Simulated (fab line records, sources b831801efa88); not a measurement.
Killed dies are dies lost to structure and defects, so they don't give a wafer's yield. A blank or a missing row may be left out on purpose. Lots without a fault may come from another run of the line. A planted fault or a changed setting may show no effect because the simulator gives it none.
fab line records | flow sky130
record lots=5 wafers=14 last_day=49
route steps=708 shown METAL4@629 VIA4@639 METAL5@661 PAD_OPEN@708
lots that met no fault: from a run of the same line without faults
start_h: hours from the record's first day to the start of the lot's first wafer shown | wait_h: hours since the lot's step before | " the same as in the row above | L1.1+2: a row that stands for several wafers | - no value, or no start given | * or withheld: withheld | < > ~ a bound
route shown NAME@n: a module of which the file shows steps, and the number in the route of the first | usual: mean/standard deviation of fault-free wafers | same: alike in all rows | chamber/n: place in a boat | sites: the reading at each site | _std_site: their standard deviation | _edge_site: outer sites' mean less inner sites' | radius_mm: how far each site lies from the wafer's centre | mask NAME#n: copy n | behind: the tool/chamber that last shaped the wafer | hold: why the lot was held/for how many hours/how that ended | device: the transistor (n, p or np) that didn't switch | end of line: the same wafers' tests at the end of the route | a step without rows: its recipe alone | killed: dies lost to structure and defects at the first sort, not the wafer's yield | map: a wafer's dies, x killed, . not, _ none there
set.NAME: the setting as run; set.NAME@STEP: as run at that earlier step | model.NAME: the simulator's own value behind a step, which no gauge read
lots at some steps of the route; a table a step, a row a wafer
services: from which hour (start_h, from the record's first day; less than 0 if before it) a tool's chamber was out of use, for how many hours, and why
## steps
# step SKY_METAL4_CD_MEAS_13
# recipe target_cd_nm=300
# usual cd_nm=300.0/1.6
# columns lot.wafer tool chamber start_h wait_h cd_nm
L800.1 cd_sem-02 - 996.24 - 301.2
L800.2 " - " " 302.2
L800.5 " - " " 302.9
L802.1 cd_sem-02 - 1007.74 - 299.9
L802.3 " - " " 298.7
L802.5 " - " " 299.7
L811.1 cd_sem-01 - 1075.49 - 302.6
L811.3 " - " " 303.6
L811.4 " - " " 303.8
L812.2 cd_sem-01 - 1079.81 - 299.9
L812.5 " - " " 299.7
L812.6 " - " " 300.4
L817.1 cd_sem-02 - 1103.09 - 298.1
L817.6 " - " " 298.3
# step SKY_METAL4_OVL_MEAS_14
# usual METAL4_OVL=-2/5.2
# columns lot.wafer tool chamber start_h wait_h METAL4_OVL[nm]
L800.1 overlay-02 - 996.36 0.1 -12
L800.2 " - " " -16
L800.5 " - " " -6
L802.1 overlay-02 - 1007.86 0.1 3
L802.3 " - " " 3
L802.5 " - " " 7
L811.1 overlay-02 - 1075.61 0.1 -3
L811.3 " - " " 4
L811.4 " - " " 2
L812.2 overlay-02 - 1079.91 0.1 -2
L812.5 " - " " 2
L812.6 " - " " -3
L817.1 overlay-01 - 1103.21 0.1 0
L817.6 " - " " -2
# step SKY_METAL4_DESCUM_15
# recipe chemistry=O2 source_power_w=150 bias_power_w=0 pressure_mtorr=10 temp_c=40 time_s=8
# step SKY_METAL4_ETCH_16
# recipe chemistry=N2/H2 target=BARC ion_energy_ev=200 bias_w=100 pressure_mtorr=30 n2_flow_sccm=100 h2_flow_sccm=200 icp_w=500 stop_on=SiO2 time_s=88.2 target_depth_a=600
# usual drypump_motor_current_A=5.6/0.34 oes_product_au=0.625/0.0047 rf_fwd_power_W=496.6/2 throttle_valve_pct=13.205/0.0083
# columns lot.wafer tool chamber start_h wait_h drypump_motor_current_A oes_product_au rf_fwd_power_W rf_hours_counter_h throttle_valve_pct
L800.1 rie_metal-02 0 996.46 0.1 5.2 0.631 495.4 12 13.208
L800.2 " 0 " " 5.2 0.628 494.8 - 13.213
L800.5 " 0 " " 5.2 0.626 497.6 - 13.209
L802.1 rie_metal-04 1 1007.93 0.0 5.2 0.630 494.7 22 13.210
L802.3 " 1 " " 5.2 0.628 494.8 - 13.200
L802.5 " 1 " " 5.2 0.624 497.3 - 13.216
L811.1 rie_metal-04 1 1075.68 0.0 5.2 0.626 495.9 3 13.202
L811.3 " 0 " " 6.0 0.622 499.9 - 13.210
L811.4 " 1 " " 5.1 0.617 492.7 - 13.196
L812.2 rie_metal-02 1 1079.97 0.0 5.8 0.633 494.4 7 13.195
L812.5 " 0 " " 5.2 0.619 497.1 - 13.205
L812.6 " 1 " " 5.8 0.617 493.1 - 13.204
L817.1 rie_metal-02 1 1103.28 0.0 5.8 0.620 494.4 9 13.196
L817.6 " 1 " " 5.8 0.623 495.9 - 13.207
# step SKY_METAL4_ETCH_17
# recipe target=SiO2 stop_on=TiN chemistry=C4F8/O2/Ar source_w=1500 bias_w=1200 pressure_mtorr=40 c4f8_flow_sccm=withheld O2_flow_sccm=6 Ar_flow_sccm=300 time_s=3.9 target_depth_a=150
# step SKY_METAL4_METAL_ETCH_18
# recipe target_depth_a=8450 stop_on=SiO2 over_etch_frac=0.3 time_s=183.1 chemistry=Cl2/BCl3 resist_sidewall_deg=88 pressure_mtorr=10 icp_w=900 bias_w=48.5 Cl2_flow_sccm=60 bcl3_flow_sccm=30
# step SKY_METAL4_STRIP_19
# recipe chemistry=O2/N2 power_w=1400 pressure_mtorr=1500 platen_temp_c=withheld o2_flow_sccm=3000 n2_flow_sccm=300 overash_fraction=0.5
# step SKY_METAL4_STRIP_20
# recipe chemistry=post_etch_residue_remover time_s=1200 temp_c=72.5
# step SKY_METAL4_CLEAN_21
# recipe chemistry=IPA time_s=180 temp_c=25
# step SKY_METAL4_CLEAN_22
# recipe chemistry=O3/DIW dry=n2_spin
# step SKY_VIA4_HDPCVD_00
# recipe material=SiO2 target_thk_nm=1750 sigma_open_frac=0.3 time_s=291.7 temp_c=400 sih4_flow_sccm=60 pressure_mtorr=6
# step SKY_VIA4_THK_MEAS_01
# recipe reads=SiO2_of_VIA4_HDPCVD_00
# usual VIA4_HDPCVD_THK=1751/17
# columns lot.wafer tool chamber start_h wait_h VIA4_HDPCVD_THK[nm]
L800.1 film_metro-04 - 997.66 0.1 1739
L800.2 " - " " 1765
L800.5 " - " " 1768
L802.1 film_metro-01 - 1009.04 0.1 1757
L802.3 " - " " 1761
L802.5 " - " " 1745
L811.1 film_metro-01 - 1076.78 0.1 1756
L811.3 " - " " 1781
L811.4 " - " " 1765
L812.2 film_metro-01 - 1081.05 0.1 1752
L812.5 " - " " 1748
L812.6 " - " " 1781
L817.1 film_metro-02 - 1104.74 0.1 1759
L817.6 " - " " 1761
# step SKY_VIA4_CMP_02
# recipe material=SiO2 down_force_psi=4 platen_rpm=60 pad_velocity_m_s=0.94248
# usual motor_current_A=11.7/1 retaining_ring_pressure_frac=1.000/0.0056
# columns lot.wafer tool chamber start_h wait_h motor_current_A retaining_ring_pressure_frac model.SiO2_of_VIA4_HDPCVD_00.thk_nm
L800.1 cmp-02 1 997.72 0.1 12.9 1.002 580.6
L800.2 " 2 " " 12.1 1.000 580.6
L800.5 " 1 " " 12.3 0.999 580.1
L802.1 cmp-01 2 1009.15 0.1 12.0 1.001 580.9
L802.3 " 3 " " 14.4 1.002 580.6
L802.5 " 2 " " 11.9 1.008 580.7
L811.1 cmp-01 1 1076.89 0.1 10.0 1.002 579.7
L811.4 " 2 " " 11.4 1.005 579.2
L811.3 " 3 " " 13.3 0.998 579.4
L812.2 cmp-01 0 1081.25 0.2 11.7 0.999 579.9
L812.6 " 1 " " 10.4 0.997 579
L812.5 " 2 " " 11.5 1.007 580.2
L817.1 cmp-02 0 1104.80 0.1 10.7 0.999 522.3
L817.6 " 1 " " 11.7 1.010 579.9
# step SKY_VIA4_BOW_MEAS_03
# recipe mode=bow
# usual VIA4_BOW=81/8.7
# columns lot.wafer tool chamber start_h wait_h VIA4_BOW[um]
L800.1 film_metro-01 - 998.02 0.2 82
L800.2 " - " " 88
L800.5 " - " " 95
L802.1 film_metro-02 - 1009.40 0.2 81
L802.3 " - " " 75
L802.5 " - " " 82
L811.1 film_metro-02 - 1077.14 0.2 93
L811.3 " - " " 85
L811.4 " - " " 85
L812.2 film_metro-02 - 1081.42 0.1 82
L812.5 " - " " 86
L812.6 " - " " 95
L817.1 film_metro-02 - 1105.10 0.2 69
L817.6 " - " " 68
# step SKY_VIA4_DEHYDRATE_04
# recipe temp_c=200 time_s=60
# step SKY_VIA4_HMDS_05
# recipe prime_time_s=60 prime_temp_c=120
# step SKY_VIA4_COAT_06
# recipe resist=NOVOLAK spin_rpm=3000 resist_thk_nm=1140
# step SKY_VIA4_SOFTBAKE_07
# recipe temp_c=90 time_s=60 resist=NOVOLAK
# step SKY_VIA4_EXPOSE_08
# recipe mask_id=VIM4 na=0.6 source_shape=conventional sigma_outer=0.6 polarization=unpolarized target_cd_nm=800 dose_mj=132
# step SKY_VIA4_PEB_09
# recipe temp_c=withheld time_s=* resist=NOVOLAK
# step SKY_VIA4_DEVELOP_10
# recipe resist=NOVOLAK developer=TMAH develop_time_s=60 dev_temp_c=23
# step SKY_VIA4_OVL_MEAS_11
# usual VIA4_OVL=0.2/1.5
# columns lot.wafer tool chamber start_h wait_h VIA4_OVL[nm]
L800.1 overlay-02 - 1020.69 0.1 0.6
L800.2 " - " " 0.4
L800.5 " - " " 0.8
L802.1 overlay-02 - 1031.94 0.1 2.2
L802.3 " - " " 1.1
L802.5 " - " " 2.2
L811.1 overlay-02 - 1097.95 0.1 1.8
L811.3 " - " " 2.2
L811.4 " - " " -1.4
L812.2 overlay-02 - 1101.91 0.1 -0.5
L812.5 " - " " -2.1
L812.6 " - " " 0.5
L817.1 overlay-01 - 1123.89 0.1 -2.2
L817.6 " - " " -0.5
# step SKY_VIA4_ETCH_12
# recipe target=SiO2 chemistry=C4F8/O2/Ar stop_on=TiN mask_material=NOVOLAK source_w=1500 bias_w=1200 pressure_mtorr=40 c4f8_flow_sccm=withheld O2_flow_sccm=6 Ar_flow_sccm=300 time_s=withheld target_depth_a=5800
# usual oes_product_au=0.926/0.0047 rf_fwd_power_W=1490/5.4
# columns lot.wafer tool chamber start_h wait_h oes_product_au rf_fwd_power_W model.etch.depth_nm model.VIA4.feature_depth_nm
L800.1 rie_diel-01 1 1020.73 0.0 0.919 1495 580.6 580.6
L800.2 " 0 " " 0.926 1489 580.6 580.6
L800.5 " 0 " " 0.933 1484 580.1 580.1
L802.1 rie_diel-03 1 1031.98 0.0 0.925 1484 580.9 580.9
L802.3 " 3 " " 0.926 1487 580.6 580.6
L802.5 " 1 " " 0.919 1487 580.7 580.7
L811.1 rie_diel-04 1 1097.99 0.0 0.924 1496 579.7 579.7
L811.3 " 2 " " 0.929 1494 579.4 579.4
L811.4 " 3 " " 0.926 1486 579.2 579.2
L812.2 rie_diel-03 1 1101.94 0.0 0.923 1492 579.9 579.9
L812.5 " 0 " " 0.926 1487 580.2 580.2
L812.6 " 1 " " 0.929 1485 579 579
L817.1 rie_diel-04 1 1123.92 0.0 0.873 1491 522.3 522.3
L817.6 " 3 " " 0.937 1495 579.9 579.9
# step SKY_VIA4_STRIP_13
# recipe chemistry=O2/N2 power_w=1400 pressure_mtorr=1500 platen_temp_c=withheld o2_flow_sccm=3000 n2_flow_sccm=300 overash_fraction=0.5
# usual drypump_motor_current_A=5.5/0.36 oes_product_au=0.709/0.0041 strip_time_to_endpoint_s=12.814/0.03
# columns lot.wafer tool chamber start_h wait_h drypump_motor_current_A oes_product_au rf_hours_counter_h strip_time_to_endpoint_s
L800.1 plasma_asher-04 0 1020.80 - 5.2 0.712 117 12.816
L800.2 " 1 " " 5.1 0.708 117 12.800
L800.5 " 0 " " 5.2 0.710 - 12.811
L802.1 plasma_asher-01 0 1032.05 - 5.2 0.710 87 12.765
L802.3 " 1 " " 5.3 0.710 - 12.793
L802.5 " 0 " " 5.2 0.706 - 12.765
L811.1 plasma_asher-02 0 1098.06 - 5.9 0.712 67 12.839
L811.3 " 0 " " 5.9 0.709 - 12.820
L811.4 " 1 " " 6.0 0.711 - 12.756
L812.2 plasma_asher-02 0 1102.01 - 5.9 0.701 68 12.857
L812.5 " 0 " " 5.9 0.709 - 12.843
L812.6 " 1 " " 6.0 0.719 - 12.846
L817.1 plasma_asher-04 1 1123.99 - 5.1 0.706 5 12.799
L817.6 " 1 " " 5.1 0.709 - 12.801
# step SKY_VIA4_STRIP_14
# recipe chemistry=post_etch_residue_remover time_s=1200 temp_c=72.5
# step SKY_VIA4_CLEAN_15
# recipe chemistry=IPA time_s=180 temp_c=25
# step SKY_VIA4_CLEAN_16
# recipe chemistry=O3/DIW dry=n2_spin
# step SKY_VIA4_SPUTTER_17
# recipe material=TiN target_thk_nm=20 chamber_pressure_pa=5 power_w=4000 time_s=80
# step SKY_VIA4_CVD_18
# recipe material=W target_thk_nm=505 time_s=152.14 temp_c=400 pressure_torr=40
# step SKY_VIA4_RS_MEAS_19
# recipe thk_meas_gauge=four-point-probe reads=W_of_VIA4_CVD_18+TiN_of_VIA4_SPUTTER_17
# usual VIA4_W_RS=0.226/0.0038
# columns lot.wafer tool chamber start_h wait_h VIA4_W_RS[ohm/sq]
L800.1 film_metro-02 - 1021.61 0.1 0.227
L800.2 " - " " 0.221
L800.5 " - " " 0.225
L802.1 film_metro-01 - 1032.89 0.1 0.224
L802.3 " - " " 0.229
L802.5 " - " " 0.227
L811.1 film_metro-04 - 1098.91 0.1 0.234
L811.3 " - " " 0.227
L811.4 " - " " 0.229
L812.2 film_metro-02 - 1103.36 0.1 0.228
L812.5 " - " " 0.222
L812.6 " - " " 0.225
L817.1 film_metro-04 - 1124.80 0.1 0.219
L817.6 " - " " 0.220
# step SKY_VIA4_THK_MEAS_20
# recipe thk_meas_gauge=xrf reads=W_of_VIA4_CVD_18
# usual VIA4_W_THK=517/10
# columns lot.wafer tool chamber start_h wait_h VIA4_W_THK[nm]
L800.1 film_metro-02 - 1021.73 0.1 512
L800.2 " - " " 527
L800.5 " - " " 517
L802.1 film_metro-01 - 1033.01 0.1 522
L802.3 " - " " 511
L802.5 " - " " 515
L811.1 film_metro-04 - 1099.03 0.1 497
L811.3 " - " " 511
L811.4 " - " " 508
L812.2 film_metro-02 - 1103.47 0.1 512
L812.5 " - " " 529
L812.6 " - " " 515
L817.1 film_metro-04 - 1124.92 0.1 536
L817.6 " - " " 536
# step SKY_VIA4_CMP_21
# recipe stop_on=SiO2 t_overpolish_s=25 down_force_psi=3.5 platen_rpm=60 target_thk_nm=0 pad_velocity_m_s=0.94248
# step SKY_METAL5_SPUTTER_00
# recipe material=Ti target_thk_nm=15 power_w=3000 time_s=10 chamber_pressure_pa=0.4
# usual cathode_dc_power_W=3000.0/0.59 throttle_valve_pct=29.9/1.2
# columns lot.wafer tool chamber start_h wait_h cathode_dc_power_W throttle_valve_pct
L800.1 pvd_sputter-04 - 1022.09 0.1 3000.8 30.5
L800.2 " - " " 3000.1 31.6
L800.5 " - " " 3000.2 31.3
L802.1 pvd_sputter-03 - 1033.37 0.1 2999.3 29.4
L802.3 " - " " 2999.3 29.8
L802.5 " - " " 3000.2 29.2
L811.1 pvd_sputter-04 - 1099.39 0.1 3000.7 28.5
L811.3 " - " " 2999.7 31.3
L811.4 " - " " 2999.9 30.6
L812.2 pvd_sputter-03 - 1103.82 0.1 3001.5 29.8
L812.5 " - " " 2999.6 29.8
L812.6 " - " " 3000.4 29.5
L817.1 pvd_sputter-02 - 1126.17 0.2 3000.2 27.8
L817.6 " - " " 3000.3 31.7
# step SKY_METAL5_SPUTTER_01
# recipe material=TiN target_thk_nm=20 power_w=6500 time_s=16.7 chamber_pressure_pa=0.4
# usual cathode_dc_power_W=6500.1/1.1 throttle_valve_pct=29.9/1.2
# columns lot.wafer tool chamber start_h wait_h cathode_dc_power_W throttle_valve_pct
L800.1 pvd_sputter-04 - 1022.11 0.0 6499.3 30.4
L800.2 " - " " 6499.7 31.3
L800.5 " - " " 6500.6 31.1
L802.1 pvd_sputter-03 - 1033.39 0.0 6497.5 29.4
L802.3 " - " " 6498.3 29.6
L802.5 " - " " 6500.0 29.6
L811.1 pvd_sputter-04 - 1099.41 0.0 6500.1 28.4
L811.3 " - " " 6500.1 31.5
L811.4 " - " " 6501.7 30.9
L812.2 pvd_sputter-03 - 1103.84 0.0 6498.5 29.8
L812.5 " - " " 6500.7 30.1
L812.6 " - " " 6501.9 29.7
L817.1 pvd_sputter-02 - 1126.19 0.0 6497.8 27.9
L817.6 " - " " 6499.2 31.6
# step SKY_METAL5_SPUTTER_02
# recipe material=AlCu target_thk_nm=1150 power_w=10600 time_s=61.2 chamber_pressure_pa=0.4
# step SKY_METAL5_SPUTTER_03
# recipe material=Ti target_thk_nm=5 power_w=3000 time_s=3.3 chamber_pressure_pa=0.4
# usual cathode_dc_power_W=3000.0/0.61 throttle_valve_pct=29.9/1.2
# columns lot.wafer tool chamber start_h wait_h cathode_dc_power_W throttle_valve_pct
L800.1 pvd_sputter-04 - 1022.19 0.0 3000.6 30.8
L800.2 " - " " 3000.1 31.3
L800.5 " - " " 2999.5 31.2
L802.1 pvd_sputter-03 - 1033.47 0.0 2999.3 29.6
L802.3 " - " " 2999.3 29.4
L802.5 " - " " 3000.6 29.5
L811.1 pvd_sputter-04 - 1099.49 0.0 2999.9 28.6
L811.3 " - " " 2999.8 31.2
L811.4 " - " " 2999.3 30.5
L812.2 pvd_sputter-03 - 1103.92 0.0 3000.9 29.9
L812.5 " - " " 2999.8 29.9
L812.6 " - " " 2999.3 29.5
L817.1 pvd_sputter-02 - 1126.27 0.0 3000.3 27.9
L817.6 " - " " 3000.0 31.7
# step SKY_METAL5_SPUTTER_04
# recipe material=TiN target_thk_nm=70 power_w=6500 time_s=58.3 chamber_pressure_pa=0.4
# step SKY_METAL5_RS_MEAS_05
# recipe thk_meas_gauge=four-point-probe reads=TiN_of_METAL5_SPUTTER_04+Ti_of_METAL5_SPUTTER_03+AlCu_of_METAL5_SPUTTER_02+TiN_of_METAL5_SPUTTER_01+Ti_of_METAL5_SPUTTER_00
# usual METAL5_ALCU_RS=0.0270/0.00031
# columns lot.wafer tool chamber start_h wait_h METAL5_ALCU_RS[ohm/sq]
L800.1 film_metro-02 - 1022.25 0.0 0.0276
L800.2 " - " " 0.0274
L800.5 " - " " 0.0274
L802.1 film_metro-02 - 1033.54 0.0 0.0269
L802.3 " - " " 0.0269
L802.5 " - " " 0.0270
L811.1 film_metro-01 - 1099.55 0.0 0.0272
L811.3 " - " " 0.0271
L811.4 " - " " 0.0277
L812.2 film_metro-02 - 1104.01 0.0 0.0270
L812.5 " - " " 0.0275
L812.6 " - " " 0.0275
L817.1 film_metro-03 - 1126.33 0.0 0.0269
L817.6 " - " " 0.0267
# step SKY_METAL5_THK_MEAS_06
# recipe thk_meas_gauge=xrf reads=AlCu_of_METAL5_SPUTTER_02
# usual METAL5_ALCU_THK=1139/13
# columns lot.wafer tool chamber start_h wait_h METAL5_ALCU_THK[nm]
L800.1 film_metro-02 - 1022.37 0.1 1120
L800.2 " - " " 1130
L800.5 " - " " 1131
L802.1 film_metro-02 - 1033.66 0.1 1149
L802.3 " - " " 1152
L802.5 " - " " 1144
L811.1 film_metro-01 - 1099.67 0.1 1128
L811.3 " - " " 1144
L811.4 " - " " 1106
L812.2 film_metro-02 - 1104.12 0.1 1149
L812.5 " - " " 1127
L812.6 " - " " 1128
L817.1 film_metro-03 - 1126.45 0.1 1134
L817.6 " - " " 1143
# step SKY_METAL5_DEHYDRATE_07
# recipe temp_c=200 time_s=60
# step SKY_METAL5_HMDS_08
# recipe prime_time_s=60 prime_temp_c=120
# step SKY_METAL5_COAT_09
# recipe resist=NOVOLAK spin_rpm=3000 resist_thk_nm=1800
# step SKY_METAL5_METAL_ETCH_15
# recipe target_depth_a=12600 stop_on=SiO2 over_etch_frac=0.2 time_s=252 chemistry=Cl2/BCl3 resist_sidewall_deg=86 pressure_mtorr=10 icp_w=900 bias_w=48.5 Cl2_flow_sccm=60 bcl3_flow_sccm=30
# usual drypump_motor_current_A=5.6/0.32 oes_product_au=0.894/0.005 rf_fwd_power_W=897.0/3 throttle_valve_pct=22.264/0.0087
# columns lot.wafer tool chamber start_h wait_h drypump_motor_current_A oes_product_au rf_fwd_power_W rf_hours_counter_h throttle_valve_pct model.SiO2_of_VIA4_HDPCVD_00.thk_nm
L800.1 rie_metal-02 1 1045.59 0.0 5.8 0.889 897.6 5 22.271 549.9
L800.2 " 0 " " 5.2 0.896 895.2 15 22.259 549.9
L800.5 " 0 " " 5.2 0.903 896.9 - 22.290 549.5
L802.1 rie_metal-01 0 1055.99 0.0 5.9 0.894 899.0 14 22.270 550.5
L802.3 " 0 " " 5.9 0.890 899.3 - 22.265 550.2
L802.5 " 1 " " 5.5 0.891 896.6 - 22.248 550.2
L811.1 rie_metal-02 1 1119.29 0.0 5.8 0.897 893.4 10 22.263 549.1
L811.3 " 1 " " 5.8 0.894 893.6 - 22.273 548.6
L811.4 " 0 " " 5.2 0.895 898.3 - 22.273 548.5
L812.2 rie_metal-04 1 1123.44 0.0 5.2 0.897 897.2 7 22.262 549.2
L812.5 " 1 " " 5.1 0.904 897.7 - 22.270 549.8
L812.6 " 0 " " 6.0 0.892 901.9 - 22.278 547.9
L817.1 rie_metal-04 0 1144.49 0.0 6.0 0.902 900.2 16 22.263 491.3
L817.6 " 1 " " 5.1 0.888 893.7 - 22.273 549.2
# step SKY_PAD_OPEN_PROBE_99
# usual defect_limited_yield=82.4/1.9 killed_at_M0_to_M3=44/7 killed_at_M4_up=3.2/1.8 killed_at_contacts=24/5.1 killed_at_front_end=15/4.3 killed_at_other=0.3/0.5 killed_dies=86/9.6 killed_on_rim=17/4.1 killed_open=48/7.1 killed_short=38/6.7 sort_bin_3_pad_short=0.9/0.44 sort_bin_5_function=10.3/1.5 sort_bin_6_memory=6.4/1.1 sort_n_pass=406/9.6 sort_yield_pct=82.4/1.9
# same gross_dies=492 killed_at_back_side=0 sort_bin_4_leakage[%]=0 sort_bin_8_speed[%]=0
# columns lot.wafer tool chamber start_h wait_h defect_limited_yield[%] killed_at_M0_to_M3 killed_at_M4_up killed_at_contacts killed_at_front_end killed_at_other killed_dies killed_on_rim killed_open killed_short sort_bin_3_pad_short[%] sort_bin_5_function[%] sort_bin_6_memory[%] sort_n_pass sort_yield_pct[%]
L800.1 prober-01 - 1091.74 0.1 80.5 52 5 27 12 0 96 23 61 35 0.8 11.4 7.3 396 80.5
L800.2 prober-01 - 1091.79 0.1 79.1 70 2 18 13 0 103 17 68 35 1.2 11.4 8.3 389 79.1
L800.5 prober-01 - 1091.94 0.2 81.7 49 1 25 15 0 90 21 45 45 1.2 11.2 5.9 402 81.7
L802.1 prober-01 - 1101.88 0.1 83.5 42 3 24 12 0 81 15 44 37 1.0 10.4 5.1 411 83.5
L802.3 prober-01 - 1101.98 0.2 82.1 41 3 27 17 0 88 20 51 37 0.6 11.2 6.1 404 82.1
L802.5 prober-01 - 1102.08 0.2 82.9 38 0 22 24 0 84 18 46 38 0.6 11.0 5.5 408 82.9
L811.1 prober-02 - 1159.36 0.1 82.1 39 2 30 17 0 88 17 46 42 1.0 9.8 7.1 404 82.1
L811.3 prober-02 - 1159.46 0.2 84.6 35 4 25 12 0 76 15 46 30 0.4 8.1 6.9 416 84.6
L811.4 prober-02 - 1159.51 0.2 80.1 38 5 31 24 0 98 17 53 45 0.2 12.6 7.1 394 80.1
L812.2 prober-02 - 1164.10 0.1 83.9 37 0 21 21 0 79 21 39 37 1.0 9.8 5.3 413 83.9
L812.5 prober-02 - 1164.25 0.2 83.9 38 2 30 8 1 79 17 43 35 1.2 7.9 6.9 413 83.9
L812.6 prober-02 - 1164.30 0.2 82.9 48 4 15 16 1 84 20 43 39 1.0 11.2 4.9 408 82.9
L817.1 prober-02 - 1183.74 0.1 80.9 48 3 30 13 0 94 21 51 43 1.4 10.6 7.1 398 80.9
L817.6 prober-02 - 1183.99 0.2 81.1 52 5 22 14 0 93 18 49 44 0.8 12.2 5.9 399 81.1
# killed by level:class
L800.1 CONTACT:geometric_particle:open=13 VIA1:geometric_particle:open=13 VIA1:geometric_particle:short=12 VIA3:geometric_particle:open=9 VIA2:geometric_particle:open=8 LI_CONTACT:geometric_particle:open=7 FIELD_ISO:geometric_particle:open=4 METAL4:geometric_particle:short=3
L800.2 VIA1:geometric_particle:open=16 VIA3:geometric_particle:open=14 VIA2:geometric_particle:open=13 CONTACT:geometric_particle:open=8 METAL1:geometric_particle:short=8 METAL2:geometric_particle:short=5 FIELD_ISO:geometric_particle:short=4 FIELD_ISO:geometric_particle:open=4
L800.5 CONTACT:geometric_particle:open=9 LI_CONTACT:geometric_particle:open=7 METAL1:geometric_particle:short=6 VIA2:geometric_particle:open=6 VIA1:geometric_particle:short=6 VIA1:geometric_particle:open=6 METAL2:geometric_particle:short=6 LOCAL_INTERCONNECT:geometric_particle:short=5
L802.1 VIA1:geometric_particle:open=11 CONTACT:geometric_particle:open=8 VIA3:geometric_particle:open=7 VIA1:geometric_particle:short=7 LI_CONTACT:geometric_particle:short=6 FIELD_ISO:geometric_particle:short=5 LI_CONTACT:geometric_particle:open=5 VIA2:geometric_particle:open=5
L802.3 VIA1:geometric_particle:open=12 CONTACT:geometric_particle:open=9 VIA2:geometric_particle:open=8 LI_CONTACT:geometric_particle:open=7 LI_CONTACT:geometric_particle:short=6 METAL2:geometric_particle:short=6 FIELD_ISO:geometric_particle:short=4 POLY_GATE:geometric_particle:open=4
L802.5 VIA1:geometric_particle:open=13 FIELD_ISO:geometric_particle:open=7 FIELD_ISO:geometric_particle:short=5 LI_CONTACT:geometric_particle:open=5 LOCAL_INTERCONNECT:geometric_particle:short=5 CONTACT:geometric_particle:open=5 METAL1:geometric_particle:short=5 POLY_GATE:geometric_particle:open=4
L811.1 VIA1:geometric_particle:open=9 LI_CONTACT:geometric_particle:open=9 LI_CONTACT:geometric_particle:short=6 CONTACT:geometric_particle:open=6 FIELD_ISO:geometric_particle:open=5 METAL2:geometric_particle:short=5 POLY_GATE:geometric_particle:open=5 VIA1:geometric_particle:short=5
L811.3 LI_CONTACT:geometric_particle:open=9 VIA1:geometric_particle:open=8 CONTACT:geometric_particle:open=7 METAL1:geometric_particle:short=5 METAL2:geometric_particle:short=5 VIA2:geometric_particle:open=5 VIA3:geometric_particle:open=5 POLY_GATE:geometric_particle:open=4
L811.4 CONTACT:geometric_particle:open=10 LI_CONTACT:geometric_particle:open=9 POLY_GATE:geometric_particle:short=6 METAL1:geometric_particle:short=6 VIA2:geometric_particle:open=6 FIELD_ISO:geometric_particle:open=5 CONTACT:geometric_particle:short=5 VIA2:geometric_particle:short=4
L812.2 FIELD_ISO:geometric_particle:short=10 VIA3:geometric_particle:open=8 LI_CONTACT:geometric_particle:open=7 CONTACT:geometric_particle:open=6 VIA1:geometric_particle:short=6 FIELD_ISO:geometric_particle:open=5 VIA1:geometric_particle:open=5 CONTACT:geometric_particle:short=4
L812.5 LI_CONTACT:geometric_particle:open=9 CONTACT:geometric_particle:open=9 METAL1:geometric_particle:short=9 VIA3:geometric_particle:open=8 VIA2:geometric_particle:open=6 CONTACT:geometric_particle:short=5 METAL2:geometric_particle:short=4 LOCAL_INTERCONNECT:geometric_particle:short=3
L812.6 METAL2:geometric_particle:short=12 VIA1:geometric_particle:open=9 METAL1:geometric_particle:short=6 VIA3:geometric_particle:open=6 POLY_GATE:geometric_particle:open=5 LI_CONTACT:geometric_particle:open=5 VIA3:geometric_particle:short=5 FIELD_ISO:geometric_particle:open=4
L817.1 VIA2:geometric_particle:open=10 LI_CONTACT:geometric_particle:open=9 CONTACT:geometric_particle:open=8 FIELD_ISO:geometric_particle:short=7 LOCAL_INTERCONNECT:geometric_particle:short=7 VIA3:geometric_particle:open=7 VIA1:geometric_particle:short=5 METAL1:geometric_particle:short=5
L817.6 VIA1:geometric_particle:open=10 VIA3:geometric_particle:open=9 LI_CONTACT:geometric_particle:open=7 METAL1:geometric_particle:short=7 LOCAL_INTERCONNECT:geometric_particle:short=6 VIA2:geometric_particle:open=6 CONTACT:geometric_particle:open=5 VIA3:geometric_particle:short=5
## services
# columns tool chamber start_h hours kind
cmp-02 - 974.73 0.2 repair
cmp-01 - 975.72 1.3 repair
rie_diel-01 0 991.62 27.4 repair
rie_metal-02 1 993.90 5.6 repair
pvd_sputter-03 - 994.57 1.2 repair
cmp-02 - 996.62 0.8 repair
rie_diel-04 0 998.50 10.6 repair
plasma_asher-02 - 1000.25 0.6 repair
cmp-02 - 1004.48 3.1 repair
rie_diel-01 3 1011.68 2.8 repair
cmp-01 - 1015.34 5.2 pm
rie_diel-04 - 1025.67 0.1 repair
rie_diel-03 3 1026.82 2.6 repair
rie_diel-04 1 1039.09 7.6 repair
pvd_sputter-03 - 1045.94 2.6 repair
rie_diel-04 - 1054.51 1.3 repair
plasma_asher-04 - 1055.25 9.0 pm
cmp-02 - 1056.92 5.4 pm
cmp-02 - 1083.06 0.9 repair
rie_diel-03 2 1084.70 4.6 repair
cmp-01 - 1087.32 4.0 pm
cmp-01 - 1109.01 20.5 repair
pvd_sputter-04 - 1123.53 2.3 repair
cmp-02 - 1141.15 0.9 repair
## key
first_sign step=SKY_VIA4_ETCH_12 reading=oes_product_au direction=down sigmas=11 usual=0.926 struck=0.873
effect none on later readings
model_effect step=SKY_VIA4_CMP_02 value=SiO2_of_VIA4_HDPCVD_00.thk_nm without=580.3 struck=522.3
model_effect step=SKY_VIA4_ETCH_12 value=etch.depth_nm without=580.3 struck=522.3
model_effect step=SKY_METAL5_METAL_ETCH_15 value=SiO2_of_VIA4_HDPCVD_00.thk_nm without=549.3 struck=491.3
met_at SKY_VIA4_CMP_02
struck_wafers L817.1
onset_between 997.72 1104.80
fault kind=process_parameter_drift tool=cmp-02 chamber=- onset_h=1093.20 steps=SKY_VIA4_CMP_02 channel=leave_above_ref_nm offset=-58 shape=step end_h=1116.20 scope=struck_wafers_only acts_in=these_recipes_only stated=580
